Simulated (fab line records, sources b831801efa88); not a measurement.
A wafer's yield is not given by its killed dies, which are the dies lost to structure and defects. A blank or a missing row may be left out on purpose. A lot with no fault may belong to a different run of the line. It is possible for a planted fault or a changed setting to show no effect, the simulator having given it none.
Struck lot and sound lot, side by side	flow sky130	16 steps out of a route of 708
Sound: the wafers L333.1, L333.4, L333.6. The struck wafers were L342.1, L342.2, L342.3. The cause is named last.
Per side, at each step with rows, come the tool, then ch with its chambers, and then its first start. Under that, the readings that differ: sound wafers	struck wafers	difference of the means	sigmas: that difference in standard deviations of wafers without a fault.
alike: readings with means less than 2 such deviations apart, plus words and numbers identical on both sides. not compared: withheld readings, readings lacking a value on some wafer, bounds such as >300 that could conceal the same value, and numbers that have no deviation in the record and whose values overlap.
A row with sigmas, a row that says differs or no value, or rows on one side alone: a step with any of these is where the two part. Numbers that have no deviation but don't overlap get no sigmas and don't part them. Lack of a reading on every wafer of one side parts them only where that side has two or more wafers.

first, 5 steps without rows for these wafers: SKY_POLY_GATE_COAT_08 (resist thk 450 nm); SKY_POLY_GATE_SOFTBAKE_09 (time 90 s); SKY_POLY_GATE_EXPOSE_10 (exposes mask P1M, target cd 150 nm); SKY_POLY_GATE_PEB_11; SKY_POLY_GATE_DEVELOP_12 (develop time 60 s).
SKY_POLY_GATE_CD_MEAS_13: target cd 150 nm.
  sound on cd-sem-01 at day 17 12:41; struck on cd-sem-01 at day 21 00:32
  alike: cd-nm
SKY_POLY_GATE_OVL_MEAS_14:
  sound on overlay-01 at day 17 12:49; struck on overlay-02 at day 21 00:39
  alike: POLY_GATE_OVL
SKY_POLY_GATE_ETCH_15: etches BARC in N2/H2, stops on SiO2, time 118.5 s, target depth 110 nm.
  sound on rie-diel-04 ch 0,1,2, day 17 12:51; struck on rie-diel-02 ch 1,2,3, day 21 00:41
  alike: drypump-motor-current-A, n2-flow-sccm, oes-product-au, throttle-valve-pct
  not compared: rf-hours-counter-h
SKY_POLY_GATE_ETCH_16: etches Si3N4 in CH3F/O2, stops on poly-Si, time 147.5 s, target depth 75 nm.
  sound on rie-diel-04 ch 0,1,2, day 17 12:56; struck on rie-diel-02 ch 1,2,3, day 21 00:46
  alike: drypump-motor-current-A, oes-product-au, throttle-valve-pct
  not compared: rf-hours-counter-h
SKY_POLY_GATE_ETCH_17: etches poly-Si in HBr/Cl2, stops on SiO2, target depth 180 nm, time 70.5 s.
  sound on rie-si-02 ch 0,1, day 17 13:02; struck on rie-si-01 ch 1,2,3, day 21 00:52
  alike: HBr_flow_sccm, drypump-motor-current-A, mfc-cl2-sccm, oes-product-au, throttle-valve-pct
  not compared: rf-hours-counter-h
SKY_POLY_GATE_STRIP_18: strips in O2/N2.
  sound on plasma-asher-02 ch 0,1, day 17 13:05; struck on plasma-asher-03 ch 0,1, day 21 00:56
reading	sound	struck	difference	sigmas
drypump-motor-current-A (A)	5.2 5.0 5.2	5.6 6.2 6.2	+0.9	+2
  alike: n2-flow-sccm, oes-product-au, strip-time-to-endpoint-s
  not compared: rf-hours-counter-h
then, 1 step without rows for these wafers: SKY_POLY_GATE_CLEAN_19 (cleans in SC1/SC2, time 150 s).
SKY_POLY_GATE_OXIDATION_20: stabilise 600 s, purge 300 s, target thk 4 nm.
  sound on furnace-01 ch 0, day 17 15:11; struck on furnace-01 ch 0, day 21 01:05
reading	sound	struck	difference	sigmas
spike-tc-bottom-C (C)	865.9 864.4 865.1	836.8 836.4 836.5	-28.6	-12
spike-tc-centre-C (C)	849.9 849.1 850.0	821.2 819.3 819.7	-29.6	-31
spike-tc-lower-C (C)	851.4 850.2 850.1	820.2 821.0 822.5	-29.3	-27
spike-tc-top-C (C)	865.9 863.2 863.6	836.4 835.3 834.1	-29.0	-12
spike-tc-upper-C (C)	847.9 852.0 848.4	820.2 820.7 820.3	-29.0	-22
tube-center-temp-C (C)	849.95 850.01 849.93	820.42 820.58 820.54	-29.45	-99 or more
tube_center_temp_C_max	851.9 852.2 851.8	822.8 822.6 822.5	-29.3	-95
zone-power-bottom-pct (%)	24.0 23.4 24.3	21.5 21.8 21.8	-2.2	-6
zone-power-top-pct (%)	32.8 32.7 32.1	30.9 30.5 31.1	-1.7	-2
model.SiO2_of_POLY_GATE_OXIDATION_20.thk-nm (nm)	4.012 4.041 3.999	2.661 2.708 2.664	-1.340	
SKY_POLY_GATE_THK_MEAS_21:
  sound on film-metro-03 at day 17 16:26; struck on film-metro-01 at day 21 02:20
reading	sound	struck	difference	sigmas
POLY_GATE_OXIDATION_THK (nm)	4.00 3.98 4.02	2.72 2.74 2.67	-1.29	-17
SKY_POLY_GATE_CD_MEAS_22:
  sound on cd-sem-01 at day 17 16:29; struck on cd-sem-02 at day 21 02:26
  alike: cd-nm
-- record jumps: 28 days separate the struck wafers' starts on either side; left off in module POLY_GATE, taken up again in module PAD_OPEN, whose first shown step is the route's number 708 --
SKY_PAD_OPEN_PROBE_99:
  sound on prober-02 at day 46 16:39; struck on prober-01 at day 48 22:40
reading	sound	struck	difference	sigmas
killed-at-contacts	20 15 17	27 37 22	+11	+2
model.etest.tip-p.rs-ohm-sq	6843 6747 6825	6599 6621 6682	-171	
model.etest.pfet_01v8.r-on-ohm-um	2868 2846 2849	2776 2738 2825	-75	
model.etest.res-pdiff.line-ohm-um	1399 1358 1388	1333 1326 1294	-64	
model.etest.res-ndiff.line-ohm-um	777.5 762.1 779.5	738 737.2 716.1	-43	
model.etest.tip-n.rs-ohm-sq	442.5 444.4 445.4	418.7 419.6 418.1	-25.3	
model.etest.res-pdiff.rs-ohm-sq	197.2 197.4 196	188.6 189.3 189.6	-7.7	
model.etest.pfet_01v8.drive-ua-um	195.9 198.1 196.4	205.3 204.8 198.4	+6.0	
  alike: killed_at_M0_to_M3, killed_at_M4_up, killed-at-front-end, killed-at-other, killed-dies, killed-open, killed-short
  not compared: model.etest.tip-sonos.rs-ohm-sq

## WHERE THEY PART
Earliest at SKY_POLY_GATE_STRIP_18; latest, in this record, at SKY_PAD_OPEN_PROBE_99.

WHY: whatever the simulator had introduced
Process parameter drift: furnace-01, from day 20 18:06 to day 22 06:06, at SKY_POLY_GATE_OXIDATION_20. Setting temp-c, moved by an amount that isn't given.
